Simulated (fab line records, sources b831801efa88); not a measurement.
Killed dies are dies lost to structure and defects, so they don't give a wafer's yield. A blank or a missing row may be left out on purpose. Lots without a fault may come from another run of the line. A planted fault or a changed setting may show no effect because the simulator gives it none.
Which tool did it? | flow gf180mcu | 13 lots, 39 wafers sampled, at 5 steps of a route of 602

WHAT THE GAUGES READ, wafer by wafer
GF_HV_LDD_TW_MEAS_50.
lot  | measured     | on            | HV_LDD_4_TW
L927 | day 13 15:17 | film_metro-04 | 573.1 576.4 572.6
L926 | day 13 16:41 | film_metro-04 | 575.3 573.9 574.3
L931 | day 15 00:42 | film_metro-04 | 573.8 571.6 575.7
L934 | day 15 17:37 | film_metro-03 | 572.1 572.7 575.0
L935 | day 16 07:35 | film_metro-03 | 572.4 575.2 574.3
L936 | day 16 08:07 | film_metro-03 | 579.3 577.6 581.0
L937 | day 17 05:53 | film_metro-01 | 579.1 574.5 580.6
L938 | day 17 06:12 | film_metro-01 | 573.3 573.9 571.2
L940 | day 17 19:19 | film_metro-04 | 570.5 570.2 569.4
L943 | day 18 19:31 | film_metro-04 | 573.3 573.1 574.8
L945 | day 19 04:47 | film_metro-01 | 571.5 568.8 570.1
L946 | day 19 15:49 | film_metro-03 | 572.8 571.8 570.4
L947 | day 19 16:30 | film_metro-01 | 572.0 568.8 575.4

GF_SALICIDE_RS_MEAS_04: measures by four-point-probe.
lot  | measured     | on            | SALICIDE_TIN_RS (ohm/sq)
L927 | day 16 12:05 | film_metro-01 | 16.58 16.49 16.58
L926 | day 16 12:23 | film_metro-03 | 15.93 16.53 16.38
L931 | day 18 00:09 | film_metro-02 | 16.69 16.75 16.65
L934 | day 18 18:08 | film_metro-02 | 16.38 15.94 16.44
L935 | day 19 09:14 | film_metro-01 | 16.86 16.65 17.08
L936 | day 19 10:37 | film_metro-03 | 16.94 16.73 16.67
L937 | day 20 09:25 | film_metro-03 | 16.63 16.57 16.56
L938 | day 20 09:45 | film_metro-02 | 16.21 15.96 16.13
L940 | day 21 00:08 | film_metro-03 | 16.71 16.60 16.53
L943 | day 22 03:44 | film_metro-02 | 16.03 16.06 16.35
L945 | day 22 08:11 | film_metro-03 | 16.87 16.95 16.88
L946 | day 22 18:52 | film_metro-02 | 16.04 16.77 16.08
L947 | day 22 19:30 | film_metro-02 | 16.49 16.46 16.41

GF_SALICIDE_THK_MEAS_05: measures by xrf.
lot  | measured     | on            | SALICIDE_TIN_THK (nm)
L927 | day 16 12:12 | film_metro-01 | 20.95 20.52 20.61
L926 | day 16 12:31 | film_metro-03 | 20.11 20.28 20.24
L931 | day 18 00:16 | film_metro-02 | 19.65 19.75 19.72
L934 | day 18 18:15 | film_metro-02 | 20.05 19.96 20.21
L935 | day 19 09:21 | film_metro-01 | 19.50 19.77 19.75
L936 | day 19 10:44 | film_metro-03 | 20.21 20.18 19.93
L937 | day 20 09:32 | film_metro-03 | 19.96 20.08 20.12
L938 | day 20 09:52 | film_metro-02 | 19.79 19.91 19.92
L940 | day 21 00:13 | film_metro-03 | 20.07 20.05 19.91
L943 | day 22 03:50 | film_metro-02 | 19.99 19.89 20.09
L945 | day 22 08:19 | film_metro-03 | 19.87 20.13 19.61
L946 | day 22 18:59 | film_metro-02 | 20.33 20.29 20.05
L947 | day 22 19:37 | film_metro-02 | 20.10 19.89 20.13

WHICH TOOL RAN EACH LOT (tool, then ch and the chambers of the sampled wafers, then the start)
lot  | GF_HV_LDD_IMPLANT_48            | GF_SALICIDE_SPUTTER_03
L927 | implanter-03 ch 0, day 13 15:02 | pvd_sputter-03, day 16 12:04
L926 | implanter-01 ch 0, day 13 16:26 | pvd_sputter-01, day 16 12:22
L931 | implanter-01 ch 0, day 15 00:28 | pvd_sputter-04, day 18 00:07
L934 | implanter-02 ch 0, day 15 17:22 | pvd_sputter-01, day 18 18:06
L935 | implanter-02 ch 0, day 16 07:20 | pvd_sputter-01, day 19 09:12
L936 | implanter-02 ch 0, day 16 07:53 | pvd_sputter-03, day 19 10:34
L937 | implanter-02 ch 0, day 17 05:38 | pvd_sputter-03, day 20 09:23
L938 | implanter-01 ch 0, day 17 05:57 | pvd_sputter-04, day 20 09:44
L940 | implanter-03 ch 0, day 17 19:07 | pvd_sputter-04, day 21 00:03
L943 | implanter-01 ch 0, day 18 19:17 | pvd_sputter-04, day 22 03:40
L945 | implanter-03 ch 0, day 19 04:32 | pvd_sputter-03, day 22 08:10
L946 | implanter-03 ch 0, day 19 15:34 | pvd_sputter-01, day 22 18:49
L947 | implanter-01 ch 0, day 19 16:16 | pvd_sputter-03, day 22 19:27
- GF_HV_LDD_IMPLANT_48
- GF_SALICIDE_SPUTTER_03: material TiN, target thk 20 nm, time 16.7 s.

WHAT THE TOOLS THEMSELVES READ (means of the sampled wafers that have a number; where no wafer has one, the mark that the record gives instead)
GF_HV_LDD_IMPLANT_48.
lot  | tool         | beam_energy_keV | beam_on_s (s) | dose_ions_cm2
L927 | implanter-03 | 25.009          | 10.12         | 3.0001e+13
L926 | implanter-01 | 25.001          | 9.99          | 2.9989e+13
L931 | implanter-01 | 24.993          | 9.75          | 2.9998e+13
L934 | implanter-02 | 24.996          | 10.05         | 3.0057e+13
L935 | implanter-02 | 25.003          | 10.01         | 3.0012e+13
L936 | implanter-02 | 26.590          | 9.95          | 3.0035e+13
L937 | implanter-02 | 26.577          | 9.70          | 3.0050e+13
L938 | implanter-01 | 25.008          | 10.14         | 2.9985e+13
L940 | implanter-03 | 24.990          | 10.09         | 2.9989e+13
L943 | implanter-01 | 24.997          | 10.11         | 2.9976e+13
L945 | implanter-03 | 24.996          | 9.90          | 2.9993e+13
L946 | implanter-03 | 25.001          | 9.87          | 2.9963e+13
L947 | implanter-01 | 24.993          | 9.81          | 3.0008e+13

GF_SALICIDE_SPUTTER_03.
lot  | tool           | throttle_valve_pct (%)
L927 | pvd_sputter-03 | 30.0
L926 | pvd_sputter-01 | 29.7
L931 | pvd_sputter-04 | 29.7
L934 | pvd_sputter-01 | 28.7
L935 | pvd_sputter-01 | 29.1
L936 | pvd_sputter-03 | 30.0
L937 | pvd_sputter-03 | 30.3
L938 | pvd_sputter-04 | 30.3
L940 | pvd_sputter-04 | 28.1
L943 | pvd_sputter-04 | 30.2
L945 | pvd_sputter-03 | 29.8
L946 | pvd_sputter-01 | 30.1
L947 | pvd_sputter-03 | 30.0

THE ANSWER, worked out from the rows above alone
Rule: what is usual is taken from the lots themselves. Put in order of their means at a reading, lots are off if they are a third of the lots or fewer, leave a main group of 4 or more, and stand apart from it by a gap of 3 or more times the standard deviation of the main group's means; of several such gaps the widest counts. A main group whose means are all the same, to the digits that the tables above print for the reading, isn't used. A lot without any number at a reading at which 4 lots or more have one is off too. The other lots that the step has rows for count as sound. The gauges are gone through in route order, then the tools' own readings, and for those a lot's mean is taken as printed above. The first step at which some lot is off is used, and at that step the reading that is off furthest; a lot without a number counts as furthest.
Off: L936, L937, at GF_HV_LDD_IMPLANT_48 (beam_energy_keV). The main group: mean 24.999, standard deviation 0.0059.
A tool fits if, at that step or a process step before it, it ran every lot that is off, and no sound lot after the first of them. One fits: implanter-02 at GF_HV_LDD_IMPLANT_48. Its last sound lot is L935 (day 16 07:20), its first lot that is off L936 (day 16 07:53): a fault that began between those two fits.
The tool's own readings at GF_HV_LDD_IMPLANT_48 bear it out: on the lots that are off they differ by more than 5 times the standard deviation of the sound lots' means. beam_energy_keV reads 26.584 there against 24.999 on the sound lots.

WHAT THE SIMULATOR HAD PUT IN
Process parameter drift: implanter-02, from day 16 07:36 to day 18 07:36, at GF_HV_LDD_IMPLANT_48. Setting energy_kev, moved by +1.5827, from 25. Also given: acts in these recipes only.
Lots struck among those shown: L936, L937. The rule above found the same.
